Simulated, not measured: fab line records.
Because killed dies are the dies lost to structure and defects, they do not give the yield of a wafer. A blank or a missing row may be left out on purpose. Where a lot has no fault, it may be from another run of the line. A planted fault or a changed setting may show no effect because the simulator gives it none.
fab line records -- flow sky130
record lots=6, wafers=18, last_day=50
route steps=708 shown POLY_GATE@222 PAD_OPEN@708
lots that met no fault: taken from a fault-free run of the same line
start_h: the number of hours between the record's first day and the start of the first shown wafer of the lot -- wait_h: time in hours since the lot's previous step -- " same as the row above -- L1.1+2: a single row standing in for several wafers -- - no value, or no start was given -- * or withheld: withheld -- < > ~ a bound
route shown NAME@n: NAME is a module with steps in the file, n the number in the route of the first one -- usual: mean/standard deviation taken from wafers without a fault -- same: alike in all rows -- chamber/n: place in a boat -- sites: each site's reading -- _std_site: standard deviation across them -- _edge_site: inner sites' mean taken away from outer sites' mean -- radius_mm: how far each site lies from the wafer's centre -- mask NAME#n: copy n -- behind: tool/chamber where the wafer was last shaped -- hold: why the lot went on hold/how many hours it stayed there/how the hold came to an end -- device: which transistor (n, p or np) failed to switch -- end of line: tests of these same wafers at the route's end -- a step without rows: its recipe alone -- killed: not the wafer's yield, but the dies lost to structure and defects at the first sort -- map: a wafer's dies, marking killed ones x, the rest . and places with no die _
set.NAME: the setting the step ran with; set.NAME@STEP: the setting that earlier step ran with -- model.NAME: the simulator's own value behind a step, which no gauge read
lots seen at some steps along the route; tables by step, rows by wafer
services: the hour from which a tool's chamber was out of use, counted from the record's first day as start_h (under 0 if before that day), plus the number of hours and why
## steps
# step SKY_POLY_GATE_COAT_08
# recipe resist=KrF-thick, spin_rpm=3000, resist_thk_nm=450
# step SKY_POLY_GATE_SOFTBAKE_09
# recipe temp_c=100, time_s=90, resist=KrF-thick
# step SKY_POLY_GATE_EXPOSE_10
# recipe mask_id=P1M, na=0.68, source_shape=conventional, sigma_outer=0.6, target_cd_nm=150, dose_mj=28
# step SKY_POLY_GATE_PEB_11
# recipe peb_temp_c=withheld, peb_time_s=withheld, resist=KrF-thick
# step SKY_POLY_GATE_DEVELOP_12
# recipe develop_time_s=60, resist=KrF-thick, dev_temp_c=21
# step SKY_POLY_GATE_CD_MEAS_13
# recipe target_cd_nm=150
# usual cd_nm=150.4/1.7
lot.wafer,tool,chamber,start_h,wait_h,cd_nm
L494.1,cd_sem-01,-,456.58,-,152.2
L494.3,cd_sem-01,-,456.58,-,151.8
L494.5,cd_sem-01,-,456.58,-,152.6
L495.3,cd_sem-01,-,462.94,-,150.3
L495.4,cd_sem-01,-,462.94,-,149.3
L495.5,cd_sem-01,-,462.94,-,149.5
L497.1,cd_sem-01,-,485.83,-,148.5
L497.2,cd_sem-01,-,485.83,-,148.8
L497.6,cd_sem-01,-,485.83,-,147.0
L498.3,cd_sem-01,-,493.22,-,149.7
L498.4,cd_sem-01,-,493.22,-,147.6
L498.6,cd_sem-01,-,493.22,-,148.8
L505.1,cd_sem-02,-,553.81,-,149.4
L505.2,cd_sem-02,-,553.81,-,150.3
L505.5,cd_sem-02,-,553.81,-,149.8
L507.2,cd_sem-02,-,568.58,-,149.0
L507.3,cd_sem-02,-,568.58,-,148.8
L507.4,cd_sem-02,-,568.58,-,149.2
# step SKY_POLY_GATE_OVL_MEAS_14
# usual POLY_GATE_OVL=1/5
lot.wafer,tool,chamber,start_h,wait_h,POLY_GATE_OVL[nm]
L494.1,overlay-02,-,456.70,0.1,0
L494.3,overlay-02,-,456.70,0.1,-1
L494.5,overlay-02,-,456.70,0.1,8
L495.3,overlay-02,-,463.03,0.1,-3
L495.4,overlay-02,-,463.03,0.1,-2
L495.5,overlay-02,-,463.03,0.1,2
L497.1,overlay-02,-,485.95,0.1,-5
L497.2,overlay-02,-,485.95,0.1,-4
L497.6,overlay-02,-,485.95,0.1,3
L498.3,overlay-01,-,493.31,0.1,0
L498.4,overlay-01,-,493.31,0.1,1
L498.6,overlay-01,-,493.31,0.1,2
L505.1,overlay-02,-,553.93,0.1,7
L505.2,overlay-02,-,553.93,0.1,0
L505.5,overlay-02,-,553.93,0.1,-5
L507.2,overlay-01,-,568.69,0.1,-1
L507.3,overlay-01,-,568.69,0.1,12
L507.4,overlay-01,-,568.69,0.1,5
# step SKY_POLY_GATE_ETCH_15
# recipe chemistry=N2/H2, target=BARC, ion_energy_ev=200, source_w=500, bias_w=100, pressure_mtorr=30, n2_flow_sccm=100, h2_flow_sccm=200, stop_on=SiO2, time_s=118.5, target_depth_a=1100
# usual drypump_motor_current_A=5.6/0.46, n2_flow_sccm=100.06/0.3, oes_product_au=0.716/0.0049, throttle_valve_pct=13.213/0.009
lot.wafer,tool,chamber,start_h,wait_h,drypump_motor_current_A,n2_flow_sccm,oes_product_au,rf_hours_counter_h,throttle_valve_pct
L494.1,rie_diel-01,3,456.73,0.0,5.2,100.07,0.717,64,13.213
L494.3,rie_diel-01,1,456.73,0.0,5.6,100.07,0.721,80,13.212
L494.5,rie_diel-01,2,456.73,0.0,4.9,100.11,0.722,-,13.213
L495.3,rie_diel-04,2,463.05,0.0,5.7,100.67,0.716,8,13.207
L495.4,rie_diel-04,2,463.05,0.0,5.7,100.29,0.725,-,13.202
L495.5,rie_diel-04,3,463.05,0.0,6.2,99.99,0.719,-,13.209
L497.1,rie_diel-01,3,485.98,0.0,5.2,100.38,0.725,64,13.207
L497.2,rie_diel-01,0,485.98,0.0,6.0,99.71,0.722,8,13.212
L497.6,rie_diel-01,3,485.98,0.0,5.2,99.93,0.717,-,13.186
L498.3,rie_diel-02,0,493.33,0.0,6.1,99.94,0.710,14,13.206
L498.4,rie_diel-02,0,493.33,0.0,6.1,100.31,0.716,-,13.212
L498.6,rie_diel-02,2,493.33,0.0,5.4,100.45,0.709,-,13.222
L505.1,rie_diel-02,1,553.96,0.0,5.2,100.28,0.715,1,13.213
L505.2,rie_diel-02,2,553.96,0.0,5.4,100.09,0.717,26,13.211
L505.5,rie_diel-02,2,553.96,0.0,5.4,100.45,0.716,-,13.201
L507.2,rie_diel-02,3,568.72,0.0,6.2,99.89,0.721,27,13.219
L507.3,rie_diel-02,1,568.72,0.0,5.2,99.92,0.709,1,13.210
L507.4,rie_diel-02,0,568.72,0.0,6.1,99.99,0.718,16,13.236
# step SKY_POLY_GATE_ETCH_16
# recipe stop_on=poly-Si, chemistry=CH3F/O2, target=Si3N4, source_w=400, bias_w=80, pressure_mtorr=25, ch3f_flow_sccm=40, O2_flow_sccm=30, time_s=147.5, target_depth_a=750
# usual drypump_motor_current_A=5.6/0.46, oes_product_au=0.639/0.0048, throttle_valve_pct=10.535/0.009
lot.wafer,tool,chamber,start_h,wait_h,drypump_motor_current_A,oes_product_au,rf_hours_counter_h,throttle_valve_pct
L494.1,rie_diel-01,3,456.81,0.0,5.2,0.637,64,10.532
L494.3,rie_diel-01,1,456.81,0.0,5.6,0.634,80,10.535
L494.5,rie_diel-01,2,456.81,0.0,4.9,0.627,-,10.531
L495.3,rie_diel-04,2,463.13,0.0,5.7,0.646,8,10.544
L495.4,rie_diel-04,2,463.13,0.0,5.7,0.644,-,10.549
L495.5,rie_diel-04,3,463.13,0.0,6.2,0.645,-,10.539
L497.1,rie_diel-01,3,486.06,0.0,5.2,0.637,64,10.541
L497.2,rie_diel-01,0,486.06,0.0,6.0,0.638,9,10.531
L497.6,rie_diel-01,3,486.06,0.0,5.2,0.637,-,10.539
L498.3,rie_diel-02,0,493.41,0.0,6.1,0.637,14,10.518
L498.4,rie_diel-02,0,493.41,0.0,6.1,0.639,-,10.525
L498.6,rie_diel-02,2,493.41,0.0,5.4,0.639,-,10.524
L505.1,rie_diel-02,1,554.05,0.0,5.2,0.643,1,10.533
L505.2,rie_diel-02,2,554.05,0.0,5.4,0.643,26,10.535
L505.5,rie_diel-02,2,554.05,0.0,5.4,0.642,-,10.538
L507.2,rie_diel-02,3,568.80,0.0,6.2,0.643,27,10.537
L507.3,rie_diel-02,1,568.80,0.0,5.2,0.636,2,10.533
L507.4,rie_diel-02,0,568.80,0.0,6.1,0.647,16,10.539
# step SKY_POLY_GATE_ETCH_17
# recipe target_depth_nm=180, stop_on=SiO2, over_etch_frac=0.56667, chemistry=HBr/Cl2, target=poly-Si, icp_w=400, bias_w=100, pressure_mtorr=10, HBr_flow_sccm=150, Cl2_flow_sccm=50, time_s=70.5
# usual drypump_motor_current_A=5.4/0.38, oes_product_au=0.987/0.0074, throttle_valve_pct=33.685/0.0092
lot.wafer,tool,chamber,start_h,wait_h,drypump_motor_current_A,oes_product_au,rf_hours_counter_h,throttle_valve_pct
L494.1,rie_si-02,3,456.91,0.0,5.3,0.993,0,33.689
L494.3,rie_si-02,2,456.91,0.0,5.3,0.993,3,33.678
L494.5,rie_si-02,0,456.91,0.0,5.7,0.995,-,33.680
L495.3,rie_si-02,1,463.23,0.0,5.4,0.980,0,33.687
L495.4,rie_si-02,3,463.23,0.0,5.2,0.986,1,33.694
L495.5,rie_si-02,3,463.23,0.0,5.2,0.984,-,33.682
L497.1,rie_si-01,2,486.16,0.0,4.7,0.994,1,33.658
L497.2,rie_si-01,1,486.16,0.0,4.9,0.985,2,33.683
L497.6,rie_si-01,2,486.16,0.0,4.8,1.003,-,33.672
L498.3,rie_si-02,2,493.51,0.0,5.3,1.001,3,33.677
L498.4,rie_si-02,0,493.51,0.0,5.7,1.003,1,33.687
L498.6,rie_si-02,3,493.51,0.0,5.2,0.984,-,33.698
L505.1,rie_si-01,2,554.15,0.0,4.8,0.989,1,33.695
L505.2,rie_si-01,3,554.15,0.0,6.2,0.986,3,33.690
L505.5,rie_si-01,1,554.15,0.0,4.9,0.980,-,33.682
L507.2,rie_si-01,2,568.90,0.0,4.8,0.990,1,33.687
L507.3,rie_si-01,0,568.90,0.0,5.4,0.980,1,33.695
L507.4,rie_si-01,3,568.90,0.0,6.2,0.984,3,33.687
# step SKY_POLY_GATE_STRIP_18
# recipe chemistry=O2/N2, power_w=1400, pressure_mtorr=1500, platen_temp_c=withheld, o2_flow_sccm=3000, n2_flow_sccm=300, overash_fraction=0.5
# usual drypump_motor_current_A=5.56/0.21, n2_flow_sccm=300.0/0.88, oes_product_au=0.361/0.0043, strip_time_to_endpoint_s=3.17/0.038
lot.wafer,tool,chamber,start_h,wait_h,drypump_motor_current_A,n2_flow_sccm,oes_product_au,rf_hours_counter_h,strip_time_to_endpoint_s
L494.1,plasma_asher-02,0,456.97,0.0,5.45,300.9,0.359,33,3.19
L494.3,plasma_asher-02,0,456.97,0.0,5.43,301.5,0.361,-,3.11
L494.5,plasma_asher-02,0,456.97,0.0,5.42,301.4,0.359,-,3.10
L495.3,plasma_asher-04,0,463.32,0.1,5.75,299.9,0.361,-,3.17
L495.4,plasma_asher-04,1,463.32,0.1,5.24,298.1,0.362,-,3.19
L495.5,plasma_asher-04,0,463.32,0.1,5.71,298.9,0.355,-,3.20
L497.1,plasma_asher-02,0,486.22,0.0,5.43,298.9,0.363,36,3.16
L497.2,plasma_asher-02,1,486.22,0.0,5.58,300.5,0.358,36,3.13
L497.6,plasma_asher-02,0,486.22,0.0,5.41,301.1,0.361,-,3.18
L498.3,plasma_asher-02,1,493.60,0.1,5.56,299.5,0.359,-,3.19
L498.4,plasma_asher-02,0,493.60,0.1,5.41,301.2,0.360,-,3.19
L498.6,plasma_asher-02,1,493.60,0.1,5.57,299.3,0.368,-,3.16
L505.1,plasma_asher-02,0,554.20,0.0,5.41,299.6,0.355,44,3.10
L505.2,plasma_asher-02,1,554.20,0.0,5.56,299.0,0.356,44,3.15
L505.5,plasma_asher-02,0,554.20,0.0,5.43,299.2,0.361,-,3.16
L507.2,plasma_asher-02,0,568.95,0.0,5.45,299.9,0.359,46,3.13
L507.3,plasma_asher-02,0,568.95,0.0,5.43,299.7,0.359,-,3.12
L507.4,plasma_asher-02,1,568.95,0.0,5.58,301.0,0.361,-,3.15
# step SKY_POLY_GATE_CLEAN_19
# recipe chemistry=SC1/SC2, mix=1:4:20, temp_c=70, time_s=150, dry=n2_spin
# step SKY_POLY_GATE_OXIDATION_20
# recipe temp_c=850, ambient=O2, stabilise_s=600, purge_s=300, target_thk_a=40, ox_time_s=899
# usual spike_tc_bottom_C=871.4/1.9, spike_tc_centre_C=851.2/1.1, spike_tc_lower_C=849.6/1.1, spike_tc_top_C=863.6/1.6, spike_tc_upper_C=849.6/0.98, tube_center_temp_C=850/0.08, tube_center_temp_C_max=852.2/0.37, zone_power_centre_pct=15.6/0.31, zone_power_top_pct=29.2/0.39
lot.wafer,tool,chamber,start_h,wait_h,spike_tc_bottom_C,spike_tc_centre_C,spike_tc_lower_C,spike_tc_top_C,spike_tc_upper_C,tube_center_temp_C,tube_center_temp_C_max,zone_power_centre_pct,zone_power_top_pct,model.SiO2_of_POLY_GATE_OXIDATION_20.thk_nm
L494.1,furnace-02,0,457.89,0.8,873.8,848.2,850.1,860.9,851.1,849.87,851.7,15.8,28.9,3.996
L494.3,furnace-02,0,457.89,0.8,872.7,851.1,850.9,863.0,848.9,850.02,852.0,15.8,28.6,3.954
L494.5,furnace-02,0,457.89,0.8,870.4,849.3,850.0,862.6,849.4,849.91,852.1,15.7,29.4,3.962
L495.3,furnace-02,0,464.31,0.9,874.4,852.8,850.1,863.9,848.9,849.86,852.7,15.4,28.5,4.17
L495.4,furnace-02,0,464.31,0.9,872.6,850.1,849.4,861.8,849.6,850.13,852.8,15.9,28.9,4.18
L495.5,furnace-02,0,464.31,0.9,874.3,850.2,850.7,861.6,849.6,850.04,852.2,15.7,29.3,4.174
L497.1,furnace-02,0,486.37,0.0,842.3,820.7,817.4,831.1,818.0,818.82,821.3,14.7,27.6,2.738
L497.2,furnace-02,0,486.37,0.0,842.0,817.3,819.7,830.4,818.4,818.8,820.8,14.9,27.4,2.698
L497.6,furnace-02,0,486.37,0.0,842.1,820.0,819.5,830.7,819.0,818.86,820.7,14.5,27.3,2.767
L498.3,furnace-02,0,493.72,0.0,841.4,820.6,818.6,832.1,817.0,818.86,820.7,14.9,27.1,2.668
L498.4,furnace-02,0,493.72,0.0,841.3,819.8,818.2,831.7,819.3,818.71,821.2,14.6,27.2,2.652
L498.6,furnace-02,0,493.72,0.0,840.7,820.2,819.3,832.4,817.0,818.86,821.0,14.6,27.7,2.664
L505.1,furnace-01,0,554.35,0.0,869.0,853.4,850.5,863.1,850.3,849.92,851.6,15.0,29.7,3.849
L505.2,furnace-01,0,554.35,0.0,869.4,853.7,849.1,864.8,848.9,850.15,853.1,15.4,29.5,3.824
L505.5,furnace-01,0,554.35,0.0,868.1,851.4,849.6,865.3,849.0,849.92,852.1,15.5,29.7,3.818
L507.2,furnace-01,0,570.13,1.0,869.5,850.8,850.4,865.4,851.0,850.15,851.8,15.1,28.8,3.974
L507.3,furnace-01,0,570.13,1.0,871.8,853.6,849.0,864.8,850.5,849.89,852.1,15.4,29.5,3.99
L507.4,furnace-01,0,570.13,1.0,870.9,852.2,847.0,865.7,848.8,849.95,852.0,15.1,28.8,3.953
# step SKY_POLY_GATE_THK_MEAS_21
# recipe reads=SiO2_of_POLY_GATE_OXIDATION_20
# usual POLY_GATE_OXIDATION_THK=4.01/0.088
lot.wafer,tool,chamber,start_h,wait_h,POLY_GATE_OXIDATION_THK[nm]
L494.1,film_metro-02,-,459.14,0.0,4.01
L494.3,film_metro-02,-,459.14,0.0,3.94
L494.5,film_metro-02,-,459.14,0.0,3.98
L495.3,film_metro-03,-,465.58,0.0,4.16
L495.4,film_metro-03,-,465.58,0.0,4.22
L495.5,film_metro-03,-,465.58,0.0,4.24
L497.1,film_metro-04,-,487.62,0.0,2.74
L497.2,film_metro-04,-,487.62,0.0,2.63
L497.6,film_metro-04,-,487.62,0.0,2.74
L498.3,film_metro-03,-,494.99,0.0,2.68
L498.4,film_metro-03,-,494.99,0.0,2.70
L498.6,film_metro-03,-,494.99,0.0,2.69
L505.1,film_metro-04,-,555.60,0.0,3.85
L505.2,film_metro-04,-,555.60,0.0,3.79
L505.5,film_metro-04,-,555.60,0.0,3.80
L507.2,film_metro-02,-,571.39,0.0,3.97
L507.3,film_metro-02,-,571.39,0.0,4.00
L507.4,film_metro-02,-,571.39,0.0,3.98
# step SKY_POLY_GATE_CD_MEAS_22
# usual cd_nm=149.4/2.6
lot.wafer,tool,chamber,start_h,wait_h,cd_nm
L494.1,cd_sem-01,-,459.20,0.1,149.4
L494.3,cd_sem-01,-,459.20,0.1,153.1
L494.5,cd_sem-01,-,459.20,0.1,152.8
L495.3,cd_sem-02,-,465.67,0.1,148.9
L495.4,cd_sem-02,-,465.67,0.1,144.3
L495.5,cd_sem-02,-,465.67,0.1,148.9
L497.1,cd_sem-01,-,487.68,0.1,145.1
L497.2,cd_sem-01,-,487.68,0.1,151.1
L497.6,cd_sem-01,-,487.68,0.1,142.9
L498.3,cd_sem-01,-,495.08,0.1,149.2
L498.4,cd_sem-01,-,495.08,0.1,146.4
L498.6,cd_sem-01,-,495.08,0.1,147.5
L505.1,cd_sem-01,-,555.66,0.1,144.5
L505.2,cd_sem-01,-,555.66,0.1,147.8
L505.5,cd_sem-01,-,555.66,0.1,147.4
L507.2,cd_sem-02,-,571.47,0.1,147.3
L507.3,cd_sem-02,-,571.47,0.1,146.4
L507.4,cd_sem-02,-,571.47,0.1,147.4
# step SKY_PAD_OPEN_PROBE_99
# usual killed_at_M0_to_M3=44/6, killed_at_M4_up=2.9/1.5, killed_at_contacts=24/4.9, killed_at_front_end=16/4.3, killed_at_other=0.3/0.54, killed_dies=87/8.7, killed_on_rim=17/3.6, killed_open=48/6.7, killed_short=39/5.9
# same gross_dies=492, killed_at_back_side=0
lot.wafer,tool,chamber,start_h,wait_h,killed_at_M0_to_M3,killed_at_M4_up,killed_at_contacts,killed_at_front_end,killed_at_other,killed_dies,killed_on_rim,killed_open,killed_short,model.etest.tip_sonos.rs_ohm_sq,model.etest.tip_p.rs_ohm_sq,model.etest.res_pdiff.line_ohm_um,model.etest.res_ndiff.line_ohm_um,model.etest.tip_n.rs_ohm_sq,model.etest.res_pdiff.rs_ohm_sq,model.etest.res_pdiff_hv.rs_ohm_sq,model.etest.res_ndiff.rs_ohm_sq
L494.1,prober-02,-,1135.45,0.1,37,4,28,17,0,86,17,46,40,2610,6855,1322,753.9,447.3,194.1,188.4,120.3
L494.3,prober-02,-,1135.55,0.2,43,3,19,10,0,75,16,38,37,2589,6831,1360,780.8,442.3,194.7,189.5,120.4
L494.5,prober-02,-,1135.65,0.2,52,3,27,19,1,102,16,64,38,2572,6785,1327,750.2,443.9,195.6,188,120
L495.3,prober-01,-,1137.60,0.2,41,3,28,15,0,87,18,50,37,2740,6880,1409,785.9,443.6,199,190.2,121.6
L495.4,prober-01,-,1137.65,0.2,51,4,23,23,0,101,25,58,43,2729,6853,1364,761.9,448,196.5,192.3,122.2
L495.5,prober-01,-,1137.70,0.2,44,3,26,21,1,95,18,53,42,2731,6893,1374,767.8,443.6,200.1,189.7,122.4
L497.1,prober-01,-,1152.17,0.1,50,2,27,27,0,106,21,60,46,2481,6551,1277,715.3,417.1,185.8,182.9,113.6
L497.2,prober-01,-,1152.22,0.1,44,5,20,18,0,87,20,51,36,2526,6572,1276,723.2,417.2,185.3,186.1,113.9
L497.6,prober-01,-,1152.42,0.2,36,4,21,19,0,80,21,42,38,2469,6593,1246,717.6,416.8,184.1,182.4,114.4
L498.3,prober-02,-,1153.92,0.2,43,2,27,18,0,90,22,55,34,2524,6709,1329,729.7,422.8,191.4,188.7,115.1
L498.4,prober-02,-,1153.97,0.2,38,7,34,19,0,98,19,56,42,2552,6760,1332,740.2,426.1,191.5,187.8,115.7
L498.6,prober-02,-,1154.07,0.2,49,2,18,18,1,88,22,47,40,2567,6707,1339,762.2,426.7,191.6,190.6,115.4
L505.1,prober-01,-,1191.04,0.1,48,2,18,10,0,78,11,34,44,2606,6855,1350,761.6,438.3,198.6,188.9,121.4
L505.2,prober-01,-,1191.09,0.1,50,5,19,22,0,96,22,56,40,2643,6747,1358,764.3,437.1,198,191.7,120.1
L505.5,prober-01,-,1191.24,0.2,52,3,20,13,1,89,24,54,35,2665,6790,1395,787.5,438.8,198.4,191.4,120.7
L507.2,prober-01,-,1198.40,0.1,48,4,21,21,0,94,16,53,41,2626,7026,1332,755.5,446.3,194.5,187.8,119.7
L507.3,prober-01,-,1198.45,0.2,37,4,34,17,1,93,17,41,52,2704,6998,1393,761.2,449.6,196.7,191.5,121
L507.4,prober-01,-,1198.50,0.2,44,4,24,20,0,92,17,52,40,2700,6964,1316,744.9,448,195.2,190,119.7
# killed by level:class
L494.1 CONTACT:geometric_particle:open=10 VIA1:geometric_particle:open=9 LI_CONTACT:geometric_particle:open=6 METAL1:geometric_particle:short=6 VIA1:geometric_particle:short=6 LOCAL_INTERCONNECT:geometric_particle:short=5 FIELD_ISO:geometric_particle:open=4 POLY_GATE:geometric_particle:short=4
L494.3 METAL2:geometric_particle:short=8 VIA1:geometric_particle:open=8 LI_CONTACT:geometric_particle:open=6 METAL1:geometric_particle:short=6 VIA3:geometric_particle:open=6 LI_CONTACT:geometric_particle:short=4 CONTACT:geometric_particle:open=4 VIA1:geometric_particle:short=4
L494.5 VIA1:geometric_particle:open=13 VIA3:geometric_particle:open=12 CONTACT:geometric_particle:open=11 VIA2:geometric_particle:open=8 POLY_GATE:geometric_particle:open=6 POLY_GATE:geometric_particle:short=6 LI_CONTACT:geometric_particle:open=5 METAL2:geometric_particle:short=5
L495.3 VIA1:geometric_particle:open=12 LI_CONTACT:geometric_particle:open=9 CONTACT:geometric_particle:open=7 VIA1:geometric_particle:short=7 CONTACT:geometric_particle:short=6 VIA2:geometric_particle:open=5 FIELD_ISO:geometric_particle:open=4 LOCAL_INTERCONNECT:geometric_particle:short=4
L495.4 VIA1:geometric_particle:open=15 CONTACT:geometric_particle:open=13 VIA3:geometric_particle:open=7 VIA1:geometric_particle:short=6 METAL2:geometric_particle:short=5 FIELD_ISO:geometric_particle:short=5 VIA2:geometric_particle:open=5 FIELD_ISO:geometric_particle:open=4
L495.5 CONTACT:geometric_particle:open=11 FIELD_ISO:geometric_particle:open=9 VIA1:geometric_particle:open=9 VIA2:geometric_particle:open=7 METAL3:geometric_particle:short=7 LI_CONTACT:geometric_particle:open=6 FIELD_ISO:geometric_particle:short=4 VIA1:geometric_particle:short=4
L497.1 VIA1:geometric_particle:open=11 POLY_GATE:geometric_particle:open=9 CONTACT:geometric_particle:open=9 VIA3:geometric_particle:open=8 VIA2:geometric_particle:open=8 LI_CONTACT:geometric_particle:open=7 METAL1:geometric_particle:short=7 LOCAL_INTERCONNECT:geometric_particle:short=6
L497.2 VIA1:geometric_particle:open=16 CONTACT:geometric_particle:open=8 METAL2:geometric_particle:short=6 VIA2:geometric_particle:open=6 VIA3:geometric_particle:open=6 POLY_GATE:geometric_particle:short=5 FIELD_ISO:geometric_particle:short=4 LI_CONTACT:geometric_particle:open=4
L497.6 FIELD_ISO:geometric_particle:open=7 CONTACT:geometric_particle:open=7 LI_CONTACT:geometric_particle:open=7 VIA3:geometric_particle:open=7 FIELD_ISO:geometric_particle:short=5 LOCAL_INTERCONNECT:geometric_particle:short=5 VIA1:geometric_particle:open=5 VIA2:geometric_particle:open=5
L498.3 VIA3:geometric_particle:open=10 VIA1:geometric_particle:open=9 CONTACT:geometric_particle:open=8 LI_CONTACT:geometric_particle:open=7 METAL1:geometric_particle:short=6 POLY_GATE:geometric_particle:open=5 FIELD_ISO:geometric_particle:open=4 FIELD_ISO:geometric_particle:short=4
L498.4 CONTACT:geometric_particle:open=15 CONTACT:geometric_particle:short=7 METAL2:geometric_particle:short=7 VIA1:geometric_particle:open=7 POLY_GATE:geometric_particle:open=6 VIA3:geometric_particle:open=6 LOCAL_INTERCONNECT:geometric_particle:open=5 VIA2:geometric_particle:open=5
L498.6 VIA3:geometric_particle:open=7 POLY_GATE:geometric_particle:short=6 LI_CONTACT:geometric_particle:open=6 CONTACT:geometric_particle:open=6 METAL1:geometric_particle:short=6 VIA1:geometric_particle:open=6 VIA2:geometric_particle:open=6 METAL2:geometric_particle:short=5
L505.1 VIA1:geometric_particle:open=9 VIA1:geometric_particle:short=7 METAL2:geometric_particle:short=7 VIA3:geometric_particle:open=6 LI_CONTACT:geometric_particle:open=6 METAL3:geometric_particle:short=5 CONTACT:geometric_particle:open=4 VIA2:geometric_particle:short=4
L505.2 VIA1:geometric_particle:open=10 LI_CONTACT:geometric_particle:open=9 VIA2:geometric_particle:open=8 VIA3:geometric_particle:open=7 FIELD_ISO:geometric_particle:short=6 CONTACT:geometric_particle:open=6 VIA3:geometric_particle:short=6 FIELD_ISO:geometric_particle:open=5
L505.5 VIA1:geometric_particle:open=13 VIA3:geometric_particle:open=12 LI_CONTACT:geometric_particle:open=8 METAL1:geometric_particle:short=6 CONTACT:geometric_particle:open=5 VIA1:geometric_particle:short=5 VIA2:geometric_particle:open=5 FIELD_ISO:geometric_particle:short=4
L507.2 VIA2:geometric_particle:open=11 VIA1:geometric_particle:short=10 VIA1:geometric_particle:open=8 FIELD_ISO:geometric_particle:open=7 LI_CONTACT:geometric_particle:open=7 CONTACT:geometric_particle:open=7 FIELD_ISO:geometric_particle:short=6 CONTACT:geometric_particle:short=6
L507.3 CONTACT:geometric_particle:open=11 CONTACT:geometric_particle:short=9 LI_CONTACT:geometric_particle:open=8 METAL1:geometric_particle:short=6 VIA3:geometric_particle:short=6 FIELD_ISO:geometric_particle:short=5 VIA2:geometric_particle:open=5 VIA1:geometric_particle:open=5
L507.4 CONTACT:geometric_particle:open=9 VIA1:geometric_particle:open=9 METAL1:geometric_particle:short=8 VIA2:geometric_particle:open=8 POLY_GATE:geometric_particle:open=6 LI_CONTACT:geometric_particle:open=6 CONTACT:geometric_particle:short=6 POLY_GATE:geometric_particle:short=4
## services
tool,chamber,start_h,hours,kind
furnace-02,-,452.71,4.0,pm
rie_diel-04,0,458.36,19.4,repair
rie_diel-02,-,465.11,2.4,repair
rie_diel-02,-,467.79,14.6,pm
rie_si-02,1,474.71,4.7,repair
rie_diel-02,1,482.39,-,clean
rie_diel-02,1,482.39,27.0,scheduled_down
rie_diel-02,1,482.39,27.0,vent_cycle
rie_diel-02,2,486.10,2.0,repair
rie_diel-02,-,497.03,0.9,repair
rie_diel-02,3,542.49,20.6,repair
rie_diel-01,1,545.50,-,clean
rie_diel-01,1,545.50,18.1,scheduled_down
rie_diel-01,1,545.50,18.1,vent_cycle
rie_diel-04,1,552.79,5.3,repair
rie_si-01,-,561.85,0.2,repair
furnace-01,-,565.58,3.1,pm
furnace-02,-,569.59,2.4,pm
## key
first_sign step=SKY_POLY_GATE_OXIDATION_20, reading=tube_center_temp_C, direction=down, sigmas=99+, usual=*, struck=*
effect step=SKY_POLY_GATE_OXIDATION_20, reading=tube_center_temp_C_max, direction=down, sigmas=83, usual=*, struck=*
effect step=SKY_POLY_GATE_THK_MEAS_21, reading=POLY_GATE_OXIDATION_THK, direction=down, sigmas=15, usual=4.01, struck=2.70
model_effect step=SKY_POLY_GATE_OXIDATION_20, value=SiO2_of_POLY_GATE_OXIDATION_20.thk_nm, without=4.056, struck=2.698
model_effect step=SKY_PAD_OPEN_PROBE_99, value=etest.tip_sonos.rs_ohm_sq, without=2718, struck=2520
met_at SKY_POLY_GATE_OXIDATION_20
struck_wafers L497.1,L497.2,L497.6,L498.3,L498.4,L498.6
tester_left_out L497,L498
onset_between 464.31 486.37
fault kind=process_parameter_drift, tool=furnace-02, chamber=-, onset_h=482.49, steps=SKY_POLY_GATE_OXIDATION_20, channel=temp_c, offset=*, shape=step, end_h=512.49, acts_in=*, stated=*
# tester_left_out: of these lots the tester's yield and bins aren't shown, on N5 and GAA mostly nor the transistor test; their killed dies are dies lost to structure and defects alone, not to doping, threshold or leakage, so they don't give the yield
